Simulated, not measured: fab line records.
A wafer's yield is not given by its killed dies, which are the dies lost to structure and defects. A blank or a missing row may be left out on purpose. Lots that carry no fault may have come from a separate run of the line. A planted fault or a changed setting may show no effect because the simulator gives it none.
fab line records / flow sky130
record: lots: 6 wafers: 18 last_day: 51
route steps=708 shown SALICIDE@361 LI_CONTACT@362 PAD_OPEN@708
lots that met no fault: taken from a fault-free run of the same line
start_h: hours from the record's opening day to when the first of the lot's shown wafers began / wait_h: hours from the lot's prior step to this one / " the same as in the row above / L1.1+2: a row that stands for several wafers / - value missing, or start not given / * or withheld: withheld / < > ~ a bound
route shown NAME@n: a module of which the file shows steps, and the number in the route of the first / usual: mean/standard deviation of fault-free wafers / same: alike in all rows / chamber/n: place in a boat / sites: readings site by site / _std_site: standard deviation of those values / _edge_site: inner sites' mean taken away from outer sites' mean / radius_mm: for every site, how far away it sits from the centre of the wafer / mask NAME#n: copy n / behind: the tool/chamber that last shaped the wafer / hold: what put the lot on hold/how long, in hours/how the hold closed / device: which transistor (n, p or np) failed to switch / end of line: the same wafers' tests at the end of the route / where a step has no rows: the recipe by itself / killed: dies lost to structure and defects at the first sort, not the wafer's yield / map: a wafer's dies, x killed, . not, _ none there
set.NAME: the setting the step ran with; set.NAME@STEP: the setting that earlier step ran with / model.NAME: the simulator's own value behind a step, which no gauge read
a table for each step, a row for each wafer; lots at some steps of the route
services: a tool's chamber out of use, with start hour (start_h, from the record's first day; less than 0 if before it), hours out, and reason
== steps ==
step: SKY_SALICIDE_CLEAN_00
recipe: chemistry: HF-last time_s: 30 dilution: 100:1 dry: ipa_marangoni
step: SKY_LI_CONTACT_HDPCVD_00
recipe: material: PSG target_thk_nm: 930 sigma_open_frac: 0.3 time_s: 155 temp_c: 600 sih4_flow_sccm: 60 pressure_mtorr: 6
step: SKY_LI_CONTACT_THK_MEAS_01
recipe: reads: PSG_of_LI_CONTACT_HDPCVD_00
usual: LI_CONTACT_HDPCVD_THK: 927/9.9
lot.wafer=L943.2 tool=film_metro-04 chamber=- start_h=632.98 wait_h=0.1 LI_CONTACT_HDPCVD_THK[nm]=915
lot.wafer=L943.5 tool=film_metro-04 chamber=- start_h=632.98 wait_h=0.1 LI_CONTACT_HDPCVD_THK[nm]=922
lot.wafer=L943.6 tool=film_metro-04 chamber=- start_h=632.98 wait_h=0.1 LI_CONTACT_HDPCVD_THK[nm]=926
lot.wafer=L956.1 tool=film_metro-04 chamber=- start_h=746.97 wait_h=0.1 LI_CONTACT_HDPCVD_THK[nm]=906
lot.wafer=L956.2 tool=film_metro-04 chamber=- start_h=746.97 wait_h=0.1 LI_CONTACT_HDPCVD_THK[nm]=911
lot.wafer=L956.4 tool=film_metro-04 chamber=- start_h=746.97 wait_h=0.1 LI_CONTACT_HDPCVD_THK[nm]=911
lot.wafer=L958.3 tool=film_metro-03 chamber=- start_h=764.78 wait_h=0.1 LI_CONTACT_HDPCVD_THK[nm]=914
lot.wafer=L958.4 tool=film_metro-03 chamber=- start_h=764.78 wait_h=0.1 LI_CONTACT_HDPCVD_THK[nm]=925
lot.wafer=L958.5 tool=film_metro-03 chamber=- start_h=764.78 wait_h=0.1 LI_CONTACT_HDPCVD_THK[nm]=914
lot.wafer=L962.1 tool=film_metro-01 chamber=- start_h=809.11 wait_h=0.1 LI_CONTACT_HDPCVD_THK[nm]=913
lot.wafer=L962.2 tool=film_metro-01 chamber=- start_h=809.11 wait_h=0.1 LI_CONTACT_HDPCVD_THK[nm]=935
lot.wafer=L962.6 tool=film_metro-01 chamber=- start_h=809.11 wait_h=0.1 LI_CONTACT_HDPCVD_THK[nm]=934
lot.wafer=L963.3 tool=film_metro-03 chamber=- start_h=823.26 wait_h=0.1 LI_CONTACT_HDPCVD_THK[nm]=912
lot.wafer=L963.5 tool=film_metro-03 chamber=- start_h=823.26 wait_h=0.1 LI_CONTACT_HDPCVD_THK[nm]=915
lot.wafer=L963.6 tool=film_metro-03 chamber=- start_h=823.26 wait_h=0.1 LI_CONTACT_HDPCVD_THK[nm]=919
lot.wafer=L966.3 tool=film_metro-03 chamber=- start_h=864.51 wait_h=0.1 LI_CONTACT_HDPCVD_THK[nm]=925
lot.wafer=L966.5 tool=film_metro-03 chamber=- start_h=864.51 wait_h=0.1 LI_CONTACT_HDPCVD_THK[nm]=930
lot.wafer=L966.6 tool=film_metro-03 chamber=- start_h=864.51 wait_h=0.1 LI_CONTACT_HDPCVD_THK[nm]=923
step: SKY_LI_CONTACT_CMP_02
recipe: material: PSG down_force_psi: 4 platen_rpm: 60 pad_velocity_m_s: 0.94248
usual: motor_current_A: 11.8/1.1 time_to_endpoint_s: 33.6/2.8
lot.wafer=L943.2 tool=cmp-02 chamber=3 start_h=633.13 wait_h=0.1 motor_current_A=12.2 time_to_endpoint_s=34.2
lot.wafer=L943.6 tool=cmp-02 chamber=1 start_h=633.13 wait_h=0.1 motor_current_A=11.3 time_to_endpoint_s=34.8
lot.wafer=L943.5 tool=cmp-02 chamber=2 start_h=633.13 wait_h=0.1 motor_current_A=12.2 time_to_endpoint_s=32.8
lot.wafer=L956.4 tool=cmp-01 chamber=0 start_h=747.03 wait_h=0.0 motor_current_A=12.1 time_to_endpoint_s=31.6
lot.wafer=L956.2 tool=cmp-01 chamber=1 start_h=747.03 wait_h=0.0 motor_current_A=10.8 time_to_endpoint_s=34.9
lot.wafer=L956.1 tool=cmp-01 chamber=2 start_h=747.03 wait_h=0.0 motor_current_A=14.0 time_to_endpoint_s=33.9
lot.wafer=L958.3 tool=cmp-01 chamber=0 start_h=764.82 wait_h=0.0 motor_current_A=11.0 time_to_endpoint_s=30.5
lot.wafer=L958.4 tool=cmp-01 chamber=1 start_h=764.82 wait_h=0.0 motor_current_A=10.4 time_to_endpoint_s=33.9
lot.wafer=L958.5 tool=cmp-01 chamber=1 start_h=764.82 wait_h=0.0 motor_current_A=10.6 time_to_endpoint_s=32.0
lot.wafer=L962.2 tool=cmp-02 chamber=2 start_h=809.27 wait_h=0.1 motor_current_A=12.4 time_to_endpoint_s=36.5
lot.wafer=L962.1 tool=cmp-02 chamber=3 start_h=809.27 wait_h=0.1 motor_current_A=11.0 time_to_endpoint_s=32.5
lot.wafer=L962.6 tool=cmp-02 chamber=0 start_h=809.27 wait_h=0.1 motor_current_A=10.6 time_to_endpoint_s=33.7
lot.wafer=L963.3 tool=cmp-01 chamber=1 start_h=823.45 wait_h=0.2 motor_current_A=10.1 time_to_endpoint_s=33.4
lot.wafer=L963.6 tool=cmp-01 chamber=2 start_h=823.45 wait_h=0.2 motor_current_A=13.8 time_to_endpoint_s=30.7
lot.wafer=L963.5 tool=cmp-01 chamber=3 start_h=823.45 wait_h=0.2 motor_current_A=11.7 time_to_endpoint_s=34.8
lot.wafer=L966.3 tool=cmp-02 chamber=0 start_h=864.60 wait_h=0.1 motor_current_A=11.5 time_to_endpoint_s=26.6
lot.wafer=L966.5 tool=cmp-02 chamber=3 start_h=864.60 wait_h=0.1 motor_current_A=11.3 time_to_endpoint_s=32.7
lot.wafer=L966.6 tool=cmp-02 chamber=0 start_h=864.60 wait_h=0.1 motor_current_A=11.3 time_to_endpoint_s=27.6
step: SKY_LI_CONTACT_BOW_MEAS_03
recipe: mode: bow
usual: LI_CONTACT_BOW: 55/7.6
lot.wafer=L943.2 tool=film_metro-03 chamber=- start_h=633.35 wait_h=0.2 LI_CONTACT_BOW[um]=58
lot.wafer=L943.5 tool=film_metro-03 chamber=- start_h=633.35 wait_h=0.2 LI_CONTACT_BOW[um]=60
lot.wafer=L943.6 tool=film_metro-03 chamber=- start_h=633.35 wait_h=0.2 LI_CONTACT_BOW[um]=54
lot.wafer=L956.1 tool=film_metro-01 chamber=- start_h=747.33 wait_h=0.1 LI_CONTACT_BOW[um]=62
lot.wafer=L956.2 tool=film_metro-01 chamber=- start_h=747.33 wait_h=0.1 LI_CONTACT_BOW[um]=61
lot.wafer=L956.4 tool=film_metro-01 chamber=- start_h=747.33 wait_h=0.1 LI_CONTACT_BOW[um]=44
lot.wafer=L958.3 tool=film_metro-01 chamber=- start_h=765.16 wait_h=0.3 LI_CONTACT_BOW[um]=53
lot.wafer=L958.4 tool=film_metro-01 chamber=- start_h=765.16 wait_h=0.3 LI_CONTACT_BOW[um]=66
lot.wafer=L958.5 tool=film_metro-01 chamber=- start_h=765.16 wait_h=0.3 LI_CONTACT_BOW[um]=67
lot.wafer=L962.1 tool=film_metro-04 chamber=- start_h=809.47 wait_h=0.1 LI_CONTACT_BOW[um]=58
lot.wafer=L962.2 tool=film_metro-04 chamber=- start_h=809.47 wait_h=0.1 LI_CONTACT_BOW[um]=63
lot.wafer=L962.6 tool=film_metro-04 chamber=- start_h=809.47 wait_h=0.1 LI_CONTACT_BOW[um]=54
lot.wafer=L963.3 tool=film_metro-04 chamber=- start_h=823.64 wait_h=0.1 LI_CONTACT_BOW[um]=48
lot.wafer=L963.5 tool=film_metro-04 chamber=- start_h=823.64 wait_h=0.1 LI_CONTACT_BOW[um]=57
lot.wafer=L963.6 tool=film_metro-04 chamber=- start_h=823.64 wait_h=0.1 LI_CONTACT_BOW[um]=55
lot.wafer=L966.3 tool=film_metro-01 chamber=- start_h=864.89 wait_h=0.2 LI_CONTACT_BOW[um]=42
lot.wafer=L966.5 tool=film_metro-01 chamber=- start_h=864.89 wait_h=0.2 LI_CONTACT_BOW[um]=55
lot.wafer=L966.6 tool=film_metro-01 chamber=- start_h=864.89 wait_h=0.2 LI_CONTACT_BOW[um]=51
step: SKY_LI_CONTACT_DEHYDRATE_04
recipe: temp_c: 200 time_s: 60
step: SKY_LI_CONTACT_HMDS_05
recipe: prime_time_s: 60 prime_temp_c: 120
step: SKY_LI_CONTACT_COAT_06
recipe: resist: BARC temp_c: withheld time_s: withheld spin_rpm: 3000 resist_thk_nm: 60
step: SKY_LI_CONTACT_COAT_07
recipe: resist: KrF-thick spin_rpm: 3000 resist_thk_nm: 450
step: SKY_LI_CONTACT_SOFTBAKE_08
recipe: temp_c: 100 time_s: 90 resist: KrF-thick
step: SKY_LI_CONTACT_EXPOSE_09
recipe: mask_id: LICM1 na: 0.8 source_shape: annular sigma_inner: 0.55 sigma_outer: 0.85 target_cd_nm: 170 dose_mj: 38
step: SKY_LI_CONTACT_PEB_10
recipe: peb_temp_c: withheld peb_time_s: withheld resist: KrF-thick
step: SKY_LI_CONTACT_DEVELOP_11
recipe: develop_time_s: 60 resist: KrF-thick dev_temp_c: 21
usual: developer_temp_C: 21.00/0.11
lot.wafer=L943.2 tool=litho_track-01 chamber=0 start_h=661 wait_h=- developer_temp_C=21.03
lot.wafer=L943.5 tool=litho_track-01 chamber=0 start_h=661 wait_h=- developer_temp_C=20.94
lot.wafer=L943.6 tool=litho_track-01 chamber=0 start_h=661 wait_h=- developer_temp_C=20.92
lot.wafer=L956.1 tool=litho_track-01 chamber=0 start_h=773 wait_h=- developer_temp_C=21.72
lot.wafer=L956.2 tool=litho_track-01 chamber=0 start_h=773 wait_h=- developer_temp_C=21.77
lot.wafer=L956.4 tool=litho_track-01 chamber=0 start_h=773 wait_h=- developer_temp_C=21.80
lot.wafer=L958.3 tool=litho_track-01 chamber=0 start_h=791 wait_h=- developer_temp_C=22.06
lot.wafer=L958.4 tool=litho_track-01 chamber=0 start_h=791 wait_h=- developer_temp_C=21.95
lot.wafer=L958.5 tool=litho_track-01 chamber=0 start_h=791 wait_h=- developer_temp_C=22.02
lot.wafer=L962.1 tool=litho_track-04 chamber=0 start_h=835 wait_h=- developer_temp_C=21.06
lot.wafer=L962.2 tool=litho_track-04 chamber=0 start_h=835 wait_h=- developer_temp_C=21.04
lot.wafer=L962.6 tool=litho_track-04 chamber=0 start_h=835 wait_h=- developer_temp_C=21.09
lot.wafer=L963.3 tool=litho_track-02 chamber=0 start_h=850 wait_h=- developer_temp_C=21.08
lot.wafer=L963.5 tool=litho_track-02 chamber=0 start_h=850 wait_h=- developer_temp_C=21.16
lot.wafer=L963.6 tool=litho_track-02 chamber=0 start_h=850 wait_h=- developer_temp_C=21.06
lot.wafer=L966.3 tool=litho_track-01 chamber=0 start_h=891 wait_h=- developer_temp_C=20.96
lot.wafer=L966.5 tool=litho_track-01 chamber=0 start_h=891 wait_h=- developer_temp_C=20.88
lot.wafer=L966.6 tool=litho_track-01 chamber=0 start_h=891 wait_h=- developer_temp_C=20.94
step: SKY_LI_CONTACT_CD_MEAS_12
recipe: target_cd_nm: 170
usual: cd_nm: 169.8/1.4
lot.wafer=L943.2 tool=cd_sem-01 chamber=- start_h=661.44 wait_h=- cd_nm=168.7
lot.wafer=L943.5 tool=cd_sem-01 chamber=- start_h=661.44 wait_h=- cd_nm=170.0
lot.wafer=L943.6 tool=cd_sem-01 chamber=- start_h=661.44 wait_h=- cd_nm=169.6
lot.wafer=L956.1 tool=cd_sem-02 chamber=- start_h=773.92 wait_h=- cd_nm=168.8
lot.wafer=L956.2 tool=cd_sem-02 chamber=- start_h=773.92 wait_h=- cd_nm=166.6
lot.wafer=L956.4 tool=cd_sem-02 chamber=- start_h=773.92 wait_h=- cd_nm=168.1
lot.wafer=L958.3 tool=cd_sem-02 chamber=- start_h=791.76 wait_h=- cd_nm=171.2
lot.wafer=L958.4 tool=cd_sem-02 chamber=- start_h=791.76 wait_h=- cd_nm=170.4
lot.wafer=L958.5 tool=cd_sem-02 chamber=- start_h=791.76 wait_h=- cd_nm=169.7
lot.wafer=L962.1 tool=cd_sem-02 chamber=- start_h=835.75 wait_h=- cd_nm=170.3
lot.wafer=L962.2 tool=cd_sem-02 chamber=- start_h=835.75 wait_h=- cd_nm=171.8
lot.wafer=L962.6 tool=cd_sem-02 chamber=- start_h=835.75 wait_h=- cd_nm=171.5
lot.wafer=L963.3 tool=cd_sem-02 chamber=- start_h=850.26 wait_h=- cd_nm=169.3
lot.wafer=L963.5 tool=cd_sem-02 chamber=- start_h=850.26 wait_h=- cd_nm=167.4
lot.wafer=L963.6 tool=cd_sem-02 chamber=- start_h=850.26 wait_h=- cd_nm=168.9
lot.wafer=L966.3 tool=cd_sem-02 chamber=- start_h=891.16 wait_h=- cd_nm=169.9
lot.wafer=L966.5 tool=cd_sem-02 chamber=- start_h=891.16 wait_h=- cd_nm=170.8
lot.wafer=L966.6 tool=cd_sem-02 chamber=- start_h=891.16 wait_h=- cd_nm=172.0
step: SKY_PAD_OPEN_PROBE_99
usual: killed_at_M0_to_M3: 44/7.2 killed_at_M4_up: 3.1/1.7 killed_at_contacts: 24/5.2 killed_at_front_end: 15/4.1 killed_at_other: 0.3/0.61 killed_dies: 87/10 killed_open: 48/7.5 killed_short: 39/6.6
same: gross_dies: 492 killed_at_back_side: 0
lot.wafer=L943.2 tool=prober-01 chamber=- start_h=1064.01 wait_h=0.1 killed_at_M0_to_M3=56 killed_at_M4_up=3 killed_at_contacts=22 killed_at_front_end=14 killed_at_other=3 killed_dies=98 killed_open=60 killed_short=36
lot.wafer=L943.5 tool=prober-01 chamber=- start_h=1064.16 wait_h=0.2 killed_at_M0_to_M3=41 killed_at_M4_up=3 killed_at_contacts=30 killed_at_front_end=11 killed_at_other=0 killed_dies=85 killed_open=37 killed_short=46
lot.wafer=L943.6 tool=prober-01 chamber=- start_h=1064.21 wait_h=0.2 killed_at_M0_to_M3=43 killed_at_M4_up=3 killed_at_contacts=31 killed_at_front_end=13 killed_at_other=1 killed_dies=91 killed_open=44 killed_short=46
lot.wafer=L956.1 tool=prober-02 chamber=- start_h=1145.78 wait_h=0.1 killed_at_M0_to_M3=45 killed_at_M4_up=4 killed_at_contacts=20 killed_at_front_end=8 killed_at_other=1 killed_dies=78 killed_open=47 killed_short=31
lot.wafer=L956.2 tool=prober-02 chamber=- start_h=1145.83 wait_h=0.1 killed_at_M0_to_M3=44 killed_at_M4_up=2 killed_at_contacts=30 killed_at_front_end=26 killed_at_other=0 killed_dies=102 killed_open=58 killed_short=44
lot.wafer=L956.4 tool=prober-02 chamber=- start_h=1145.93 wait_h=0.2 killed_at_M0_to_M3=39 killed_at_M4_up=2 killed_at_contacts=27 killed_at_front_end=19 killed_at_other=0 killed_dies=87 killed_open=38 killed_short=49
lot.wafer=L958.3 tool=prober-02 chamber=- start_h=1157.21 wait_h=0.2 killed_at_M0_to_M3=44 killed_at_M4_up=4 killed_at_contacts=16 killed_at_front_end=25 killed_at_other=2 killed_dies=91 killed_open=52 killed_short=39
lot.wafer=L958.4 tool=prober-02 chamber=- start_h=1157.26 wait_h=0.2 killed_at_M0_to_M3=46 killed_at_M4_up=5 killed_at_contacts=20 killed_at_front_end=19 killed_at_other=0 killed_dies=90 killed_open=54 killed_short=36
lot.wafer=L958.5 tool=prober-02 chamber=- start_h=1157.31 wait_h=0.2 killed_at_M0_to_M3=50 killed_at_M4_up=4 killed_at_contacts=27 killed_at_front_end=8 killed_at_other=0 killed_dies=89 killed_open=48 killed_short=41
lot.wafer=L962.1 tool=prober-02 chamber=- start_h=1186.64 wait_h=0.1 killed_at_M0_to_M3=56 killed_at_M4_up=3 killed_at_contacts=34 killed_at_front_end=8 killed_at_other=0 killed_dies=101 killed_open=64 killed_short=37
lot.wafer=L962.2 tool=prober-02 chamber=- start_h=1186.69 wait_h=0.1 killed_at_M0_to_M3=40 killed_at_M4_up=6 killed_at_contacts=24 killed_at_front_end=17 killed_at_other=0 killed_dies=87 killed_open=54 killed_short=33
lot.wafer=L962.6 tool=prober-02 chamber=- start_h=1186.89 wait_h=0.2 killed_at_M0_to_M3=59 killed_at_M4_up=1 killed_at_contacts=21 killed_at_front_end=13 killed_at_other=0 killed_dies=94 killed_open=49 killed_short=45
lot.wafer=L963.3 tool=prober-02 chamber=- start_h=1196.84 wait_h=0.2 killed_at_M0_to_M3=38 killed_at_M4_up=6 killed_at_contacts=34 killed_at_front_end=8 killed_at_other=0 killed_dies=86 killed_open=45 killed_short=41
lot.wafer=L963.5 tool=prober-02 chamber=- start_h=1196.94 wait_h=0.2 killed_at_M0_to_M3=40 killed_at_M4_up=4 killed_at_contacts=24 killed_at_front_end=14 killed_at_other=0 killed_dies=82 killed_open=52 killed_short=30
lot.wafer=L963.6 tool=prober-02 chamber=- start_h=1196.99 wait_h=0.2 killed_at_M0_to_M3=46 killed_at_M4_up=1 killed_at_contacts=26 killed_at_front_end=15 killed_at_other=0 killed_dies=88 killed_open=47 killed_short=41
lot.wafer=L966.3 tool=prober-01 chamber=- start_h=1219.05 wait_h=0.2 killed_at_M0_to_M3=40 killed_at_M4_up=2 killed_at_contacts=22 killed_at_front_end=12 killed_at_other=0 killed_dies=76 killed_open=44 killed_short=32
lot.wafer=L966.5 tool=prober-01 chamber=- start_h=1219.15 wait_h=0.2 killed_at_M0_to_M3=50 killed_at_M4_up=3 killed_at_contacts=28 killed_at_front_end=14 killed_at_other=0 killed_dies=95 killed_open=53 killed_short=42
lot.wafer=L966.6 tool=prober-01 chamber=- start_h=1219.20 wait_h=0.2 killed_at_M0_to_M3=48 killed_at_M4_up=3 killed_at_contacts=33 killed_at_front_end=17 killed_at_other=0 killed_dies=101 killed_open=49 killed_short=52
killed by level:class
L943.2 VIA1:geometric_particle:open=16 CONTACT:geometric_particle:open=10 VIA3:geometric_particle:open=10 VIA2:geometric_particle:open=7 CONTACT:geometric_particle:short=6 METAL2:geometric_particle:short=6 FIELD_ISO:geometric_particle:short=5 METAL1:geometric_particle:short=4
L943.5 VIA1:geometric_particle:open=11 METAL1:geometric_particle:short=7 LI_CONTACT:geometric_particle:short=7 CONTACT:geometric_particle:open=7 LI_CONTACT:geometric_particle:open=6 VIA1:geometric_particle:short=6 LOCAL_INTERCONNECT:geometric_particle:short=5 CONTACT:geometric_particle:short=5
L943.6 CONTACT:geometric_particle:open=10 METAL1:geometric_particle:short=10 VIA1:geometric_particle:open=10 CONTACT:geometric_particle:short=9 VIA1:geometric_particle:short=6 LI_CONTACT:geometric_particle:open=5 VIA3:geometric_particle:open=5 FIELD_ISO:geometric_particle:short=4
L956.1 VIA1:geometric_particle:open=15 CONTACT:geometric_particle:open=11 VIA3:geometric_particle:open=6 VIA2:geometric_particle:open=5 VIA3:geometric_particle:short=5 VIA1:geometric_particle:short=4 POLY_GATE:geometric_particle:short=3 LI_CONTACT:geometric_particle:open=3
L956.2 VIA1:geometric_particle:open=11 CONTACT:geometric_particle:open=8 FIELD_ISO:geometric_particle:open=7 LI_CONTACT:geometric_particle:open=7 VIA2:geometric_particle:open=7 VIA3:geometric_particle:open=7 POLY_GATE:geometric_particle:open=6 POLY_GATE:geometric_particle:short=6
L956.4 CONTACT:geometric_particle:open=9 CONTACT:geometric_particle:short=7 METAL1:geometric_particle:short=7 METAL2:geometric_particle:short=7 VIA1:geometric_particle:open=6 POLY_GATE:geometric_particle:open=5 LI_CONTACT:geometric_particle:open=5 FIELD_ISO:geometric_particle:open=4
L958.3 VIA3:geometric_particle:open=11 CONTACT:geometric_particle:open=8 METAL1:geometric_particle:short=6 VIA1:geometric_particle:open=6 VIA2:geometric_particle:open=6 FIELD_ISO:geometric_particle:open=5 FIELD_ISO:geometric_particle:short=5 POLY_GATE:geometric_particle:open=5
L958.4 CONTACT:geometric_particle:open=10 VIA1:geometric_particle:open=7 METAL2:geometric_particle:short=7 VIA2:geometric_particle:open=7 VIA3:geometric_particle:open=7 VIA2:geometric_particle:short=5 FIELD_ISO:geometric_particle:open=4 POLY_GATE:geometric_particle:open=4
L958.5 LI_CONTACT:geometric_particle:open=10 VIA2:geometric_particle:open=9 VIA1:geometric_particle:short=8 CONTACT:geometric_particle:open=8 VIA1:geometric_particle:open=7 LOCAL_INTERCONNECT:geometric_particle:short=6 METAL1:geometric_particle:open=5 METAL2:geometric_particle:short=5
L962.1 VIA1:geometric_particle:open=18 CONTACT:geometric_particle:open=15 VIA3:geometric_particle:open=8 LI_CONTACT:geometric_particle:open=6 METAL1:geometric_particle:short=6 VIA2:geometric_particle:open=6 LI_CONTACT:geometric_particle:short=5 CONTACT:geometric_particle:short=5
L962.2 VIA1:geometric_particle:open=11 CONTACT:geometric_particle:open=10 VIA2:geometric_particle:open=8 VIA1:geometric_particle:short=6 VIA3:geometric_particle:open=6 FIELD_ISO:geometric_particle:open=4 SPACER:geometric_particle:open=4 LI_CONTACT:geometric_particle:short=4
L962.6 VIA1:geometric_particle:open=15 LI_CONTACT:geometric_particle:open=10 VIA3:geometric_particle:open=9 VIA1:geometric_particle:short=7 METAL1:geometric_particle:short=6 METAL2:geometric_particle:short=6 LOCAL_INTERCONNECT:geometric_particle:short=5 VIA2:geometric_particle:open=5
L963.3 CONTACT:geometric_particle:open=14 CONTACT:geometric_particle:short=8 VIA3:geometric_particle:open=7 LI_CONTACT:geometric_particle:open=6 METAL1:geometric_particle:short=6 VIA2:geometric_particle:open=6 LOCAL_INTERCONNECT:geometric_particle:short=5 METAL2:geometric_particle:short=5
L963.5 VIA3:geometric_particle:open=11 CONTACT:geometric_particle:open=8 LI_CONTACT:geometric_particle:open=7 VIA2:geometric_particle:open=6 VIA1:geometric_particle:open=5 FIELD_ISO:geometric_particle:open=4 LOCAL_INTERCONNECT:geometric_particle:short=4 METAL1:geometric_particle:short=4
L963.6 CONTACT:geometric_particle:open=10 METAL2:geometric_particle:short=10 VIA2:geometric_particle:open=10 VIA1:geometric_particle:open=8 FIELD_ISO:geometric_particle:open=6 LOCAL_INTERCONNECT:geometric_particle:short=5 CONTACT:geometric_particle:short=5 VIA3:geometric_particle:open=5
L966.3 CONTACT:geometric_particle:open=12 VIA1:geometric_particle:open=7 METAL1:geometric_particle:short=7 VIA2:geometric_particle:open=7 VIA1:geometric_particle:short=5 LI_CONTACT:geometric_particle:short=4 METAL2:geometric_particle:short=4 VIA3:geometric_particle:open=4
L966.5 VIA1:geometric_particle:open=13 CONTACT:geometric_particle:open=11 METAL2:geometric_particle:short=10 LI_CONTACT:geometric_particle:open=7 FIELD_ISO:geometric_particle:short=6 LOCAL_INTERCONNECT:geometric_particle:open=4 CONTACT:geometric_particle:short=4 METAL1:geometric_particle:short=4
L966.6 METAL2:geometric_particle:short=15 CONTACT:geometric_particle:open=10 LI_CONTACT:geometric_particle:open=8 CONTACT:geometric_particle:short=7 VIA1:geometric_particle:open=6 VIA2:geometric_particle:open=6 FIELD_ISO:geometric_particle:open=5 LOCAL_INTERCONNECT:geometric_particle:short=5
== services ==
tool=cmp-02 chamber=- start_h=616.68 hours=1.5 kind=repair
tool=cmp-01 chamber=- start_h=620.23 hours=0.4 kind=repair
tool=cmp-01 chamber=- start_h=633.44 hours=4.0 kind=pm
tool=cmp-02 chamber=- start_h=645.97 hours=0.3 kind=repair
tool=cmp-01 chamber=- start_h=650.82 hours=3.5 kind=repair
tool=cmp-01 chamber=- start_h=658.87 hours=4.3 kind=repair
tool=cmp-02 chamber=- start_h=673.69 hours=3.6 kind=pm
tool=cmp-01 chamber=- start_h=700.89 hours=0.3 kind=repair
tool=cmp-02 chamber=- start_h=720.96 hours=0.3 kind=repair
tool=cmp-01 chamber=- start_h=740.41 hours=0.6 kind=repair
tool=cmp-02 chamber=- start_h=744.00 hours=4.0 kind=pm
tool=cmp-01 chamber=- start_h=744.11 hours=0.8 kind=repair
tool=cmp-02 chamber=- start_h=748.00 hours=- kind=consumable_replace:conditioner
tool=cmp-02 chamber=- start_h=748.00 hours=- kind=consumable_replace:pad
tool=cmp-02 chamber=- start_h=757.98 hours=1.3 kind=repair
tool=cmp-02 chamber=- start_h=828.45 hours=0.5 kind=repair
tool=cmp-01 chamber=- start_h=843.13 hours=0.5 kind=repair
tool=cmp-02 chamber=- start_h=849.14 hours=1.7 kind=repair
tool=cmp-02 chamber=- start_h=854.61 hours=1.8 kind=repair
== key ==
first_sign: step: SKY_LI_CONTACT_DEVELOP_11 reading: developer_temp_C direction: up sigmas: 8.4 usual: * struck: *
effect none on later readings
met_at SKY_LI_CONTACT_DEVELOP_11
struck_wafers L956.1,L956.2,L956.4,L958.3,L958.4,L958.5
tester_left_out L956,L958
loop_trim: step: SKY_LI_CONTACT_EXPOSE_09 setting: dose lots: L958
onset_between 661 773
fault: kind: process_parameter_drift tool: litho_track-01 chamber: - onset_h: 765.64 steps: SKY_LI_CONTACT_DEVELOP_11 channel: dev_temp_c offset: * shape: step end_h: 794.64 acts_in: * stated: *
tester_left_out: of these lots the tester's yield and bins aren't shown, on N5 and GAA mostly nor the transistor test; their killed dies are dies lost to structure and defects alone, not to doping, threshold or leakage, so they don't give the yield
loop_trim: a control loop set the setting to another value than it would have without faults
